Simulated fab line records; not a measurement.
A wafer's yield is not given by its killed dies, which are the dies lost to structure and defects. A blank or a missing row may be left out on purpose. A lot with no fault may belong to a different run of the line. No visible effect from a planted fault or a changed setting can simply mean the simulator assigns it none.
fab line records | flow gf180mcu | part 2 of 2: steps 25 to 32 of 32
record lots=5 wafers=15 last-day=34
route steps=602 shown HV_LDD@221 NSD@235 PSD@248
lots with no fault: from the same line, run without faults
start-h: the number of hours between the record's first day and the start of the first shown wafer of the lot | wait-h: hours from the lot's prior step to this one | " as in the row above | L1.1+2: a row that stands for several wafers | - no value, or no start was given | * or withheld: withheld | < > ~ a bound
route shown NAME@n: names a module that has steps shown in the file, with the first one's number in the route | usual: the fault-free wafers' mean and standard deviation | same: alike in all rows | chamber/n: place in a boat | sites: the reading at each site | _std_site: standard deviation of those values | _edge_site: mean of outer sites minus mean of inner sites | radius-mm: how far each site lies from the wafer's centre | mask NAME#n: copy n | behind: the tool/chamber that last shaped the wafer | hold: why the lot was held/for how many hours/how that ended | device: transistor that didn't switch, given as n, p or np | end of line: the same wafers' tests at the end of the route | for a step that has no rows: nothing shown but its recipe | killed: at the first sort, the dies lost to defects and structure; wafer yield is something else | map: the dies of a wafer, with x for killed, . for not killed, _ for no die there
set.NAME: setting as actually run; set.NAME@STEP: the setting as run at that earlier step | model.NAME: the simulator's own value behind a step, which no gauge read
lots seen at some steps along the route; tables by step, rows by wafer
services: when a tool's chamber went out of use (start-h, in hours from the record's first day, below 0 if earlier), for how many hours, and the reason
## steps
# step GF_NSD_IMPLANT_10
# recipe species=P energy-kev=40 dose-cm2=5e+14 tilt-deg=7
# usual faraday-current-uA=2795/57
# columns lot.wafer tool chamber start-h wait-h faraday-current-uA
L077.2 implanter-03 0 321.13 0.1 2883
L077.4 " 0 " " 2764
L077.5 " 0 " " 2861
L089.1 implanter-04 0 421.30 0.1 2824
L089.2 " 0 " " 2791
L089.3 " 0 " " 2860
L094.1 implanter-03 0 459.60 0.1 2833
L094.4 " 0 " " 2777
L094.6 " 0 " " 2842
L096.1 implanter-04 0 480.96 0.1 2789
L096.2 " 0 " " 2805
L096.4 " 0 " " 2891
L097.3 implanter-03 0 488.51 0.1 2896
L097.4 " 0 " " 2853
L097.5 " 0 " " 2774
# step GF_NSD_STRIP_11
# recipe chemistry=O2/N2 power-w=1400 pressure-mtorr=1500 platen-temp-c=250 o2-flow-sccm=3000 n2-flow-sccm=300 overash-fraction=0.5
# usual drypump-motor-current-A=5.8/0.51 heater-power-w=307/28 oes-product-au=0.489/0.0045 platen-temp-c=250.00/0.18 strip-time-to-endpoint-s=23.07/0.042
# columns lot.wafer tool chamber start-h wait-h drypump-motor-current-A heater-power-w oes-product-au platen-temp-c rf-hours-counter-h strip-time-to-endpoint-s
L077.2 plasma-asher-01 1 321.26 0.1 5.1 331 0.493 249.60 21 23.05
L077.4 " 0 " " 6.2 251 0.488 250.12 - 23.07
L077.5 " 0 " " 6.2 250 0.491 250.06 - 23.07
L089.1 plasma-asher-01 0 421.45 0.1 6.2 245 0.485 249.92 32 23.10
L089.2 " 1 " " 5.1 328 0.494 250.19 32 23.12
L089.3 " 1 " " 5.1 338 0.494 250.09 - 23.09
L094.1 plasma-asher-04 1 459.75 0.1 6.2 299 0.490 250.06 82 23.08
L094.4 " 1 " " 6.2 309 0.495 250.07 - 23.10
L094.6 " 1 " " 6.2 307 0.488 249.97 - 23.10
L096.1 plasma-asher-04 1 481.11 0.1 6.2 310 0.488 250.51 85 23.06
L096.2 " 0 " " 6.3 333 0.487 250.16 85 23.02
L096.4 " 0 " " 6.3 326 0.495 249.73 - 23.07
L097.3 plasma-asher-01 0 488.65 0.1 6.2 246 0.480 249.83 - 23.11
L097.4 " 1 " " 5.1 334 0.490 249.90 - 23.07
L097.5 " 0 " " 6.2 246 0.486 250.01 - 23.04
# step GF_NSD_TW_MEAS_12
# usual NSD_TW=4286/65
# columns lot.wafer tool chamber start-h wait-h NSD_TW
L077.2 film-metro-04 - 321.39 0.1 4161
L077.4 " - " " 4159
L077.5 " - " " 4163
L089.1 film-metro-03 - 421.55 0.1 4328
L089.2 " - " " 4290
L089.3 " - " " 4297
L094.1 film-metro-03 - 459.85 0.1 4327
L094.4 " - " " 4334
L094.6 " - " " 4332
L096.1 film-metro-03 - 481.21 0.1 4299
L096.2 " - " " 4327
L096.4 " - " " 4324
L097.3 film-metro-03 - 488.73 0.1 4336
L097.4 " - " " 4305
L097.5 " - " " 4348
# step GF_PSD_DEHYDRATE_00
# recipe temp-c=200 time-s=60
# usual exhaust-pa=44.7/0.91 resist-line-temp-C=23.00/0.11
# columns lot.wafer tool chamber start-h wait-h exhaust-pa resist-line-temp-C
L077.2 litho-track-04 0 331.08 9.7 44.8 22.90
L077.4 " 0 " " 44.3 23.08
L077.5 " 0 " " 45.3 22.75
L089.1 litho-track-02 0 432.95 11.4 44.3 23.06
L089.2 " 0 " " 44.1 23.08
L089.3 " 0 " " 45.1 23.03
L094.1 litho-track-02 0 471.15 11.3 43.4 22.91
L094.4 " 0 " " 42.1 22.82
L094.6 " 0 " " 43.0 22.94
L096.1 litho-track-04 0 492.45 11.2 43.2 22.95
L096.2 " 0 " " 44.6 22.90
L096.4 " 0 " " 44.6 22.85
L097.3 litho-track-02 0 499.90 11.2 43.3 22.90
L097.4 " 0 " " 43.4 22.94
L097.5 " 0 " " 44.2 23.07
# step GF_PSD_HMDS_01
# recipe prime-time-s=60 prime-temp-c=120
# usual exhaust-pa=45.1/0.85 resist-line-temp-C=22.98/0.11
# columns lot.wafer tool chamber start-h wait-h exhaust-pa resist-line-temp-C
L077.2 litho-track-04 0 331.23 0.1 47.1 22.86
L077.4 " 0 " " 46.0 22.99
L077.5 " 0 " " 46.9 22.98
L089.1 litho-track-02 0 433.10 0.1 44.2 23.05
L089.2 " 0 " " 45.0 23.06
L089.3 " 0 " " 44.2 22.93
L094.1 litho-track-02 0 471.30 0.1 45.3 22.96
L094.4 " 0 " " 44.6 22.99
L094.6 " 0 " " 45.3 22.85
L096.1 litho-track-04 0 492.60 0.1 45.2 23.06
L096.2 " 0 " " 45.1 23.05
L096.4 " 0 " " 45.8 23.02
L097.3 litho-track-02 0 500.05 0.1 44.7 22.90
L097.4 " 0 " " 45.4 23.00
L097.5 " 0 " " 44.7 22.94
# step GF_PSD_COAT_02
# recipe resist=NOVOLAK spin-rpm=3000 resist-thk-nm=1000
# usual exhaust-pa=44.8/0.91 resist-line-temp-C=22.99/0.11
# columns lot.wafer tool chamber start-h wait-h exhaust-pa resist-line-temp-C
L077.2 litho-track-04 0 331.38 0.1 43.9 22.79
L077.4 " 0 " " 43.9 22.87
L077.5 " 0 " " 44.5 22.82
L089.1 litho-track-02 0 433.25 0.1 44.3 23.04
L089.2 " 0 " " 44.7 23.17
L089.3 " 0 " " 45.1 22.92
L094.1 litho-track-02 0 471.45 0.1 44.2 22.97
L094.4 " 0 " " 45.8 22.96
L094.6 " 0 " " 45.3 22.99
L096.1 litho-track-04 0 492.75 0.1 45.2 22.95
L096.2 " 0 " " 43.3 22.97
L096.4 " 0 " " 45.8 23.02
L097.3 litho-track-02 0 500.20 0.1 45.3 22.85
L097.4 " 0 " " 46.1 22.88
L097.5 " 0 " " 45.5 22.95
# step GF_PSD_SOFTBAKE_03
# recipe temp-c=90 time-s=61.61 resist=NOVOLAK
# usual exhaust-pa=45.1/0.93 plate-sensor-t-centre-C=90.758/0.011 plate-sensor-t-edge-C=90.829/0.01 resist-line-temp-C=23.02/0.11
# columns lot.wafer tool chamber start-h wait-h exhaust-pa plate-sensor-t-centre-C plate-sensor-t-edge-C resist-line-temp-C
L077.2 litho-track-04 0 331.53 0.1 46.1 90.762 90.850 23.02
L077.4 " 0 " " 46.7 90.746 90.829 23.12
L077.5 " 0 " " 47.0 90.759 90.827 22.91
L089.1 litho-track-02 0 433.40 0.1 46.0 90.765 90.817 23.05
L089.2 " 0 " " 45.6 90.736 90.838 23.00
L089.3 " 0 " " 45.8 90.756 90.844 22.94
L094.1 litho-track-02 0 471.60 0.1 44.5 90.749 90.808 23.02
L094.4 " 0 " " 44.3 90.751 90.845 23.14
L094.6 " 0 " " 43.4 90.751 90.831 22.97
L096.1 litho-track-04 0 492.90 0.1 44.4 90.776 90.836 23.19
L096.2 " 0 " " 45.0 90.765 90.854 23.00
L096.4 " 0 " " 46.9 90.754 90.818 23.04
L097.3 litho-track-02 0 500.35 0.1 44.9 90.742 90.818 23.01
L097.4 " 0 " " 46.6 90.761 90.817 23.06
L097.5 " 0 " " 46.8 90.754 90.824 23.07
# step GF_PSD_EXPOSE_04
# recipe mask-id=Pplus target-cd-nm=400 na=0.6 source-shape=conventional sigma-outer=0.6 dose-mj=140
# columns lot.wafer tool chamber start-h wait-h mask
L077.2+4+5 iline-stepper-02 0 - - Pplus#0
L089.1+2+3 iline-stepper-01 0 - - Pplus#0
L094.1+4+6 iline-stepper-01 0 - - Pplus#0
L096.1+2+4 iline-stepper-02 0 - - Pplus#0
L097.3+4+5 iline-stepper-01 0 - - Pplus#0
## services
# columns tool chamber start-h hours kind
iline-stepper-01 - 295.88 1.7 pm
wet-bench-03 - 301.85 0.8 repair
rie-diel-01 0 308.10 7.7 repair
implanter-03 - 325.69 3.1 repair
implanter-04 - 337.61 1.8 repair
iline-stepper-02 - 344.89 2.1 pm
implanter-03 - 347.02 2.0 pm
rie-diel-01 0 349.77 5.7 repair
rie-diel-04 2 350.30 10.2 repair
iline-stepper-02 - 371.52 8.9 pm
iline-stepper-02 - 380.77 1.7 pm
rie-diel-04 2 394.69 6.4 repair
iline-stepper-01 - 396.88 16.1 repair
implanter-03 - 399.27 4.8 repair
rie-diel-04 2 405.89 1.3 repair
plasma-asher-04 - 423.19 3.5 repair
plasma-asher-01 - 450.94 2.4 repair
lpcvd-01 - 469.93 2.2 repair
implanter-04 - 474.05 2.8 repair
implanter-04 - 477.61 2.9 repair
rie-diel-04 2 481.72 4.5 repair
plasma-asher-04 - 484.01 14.6 pm
lpcvd-01 - 494.12 6.0 pm
implanter-04 - 498.10 18.1 pm
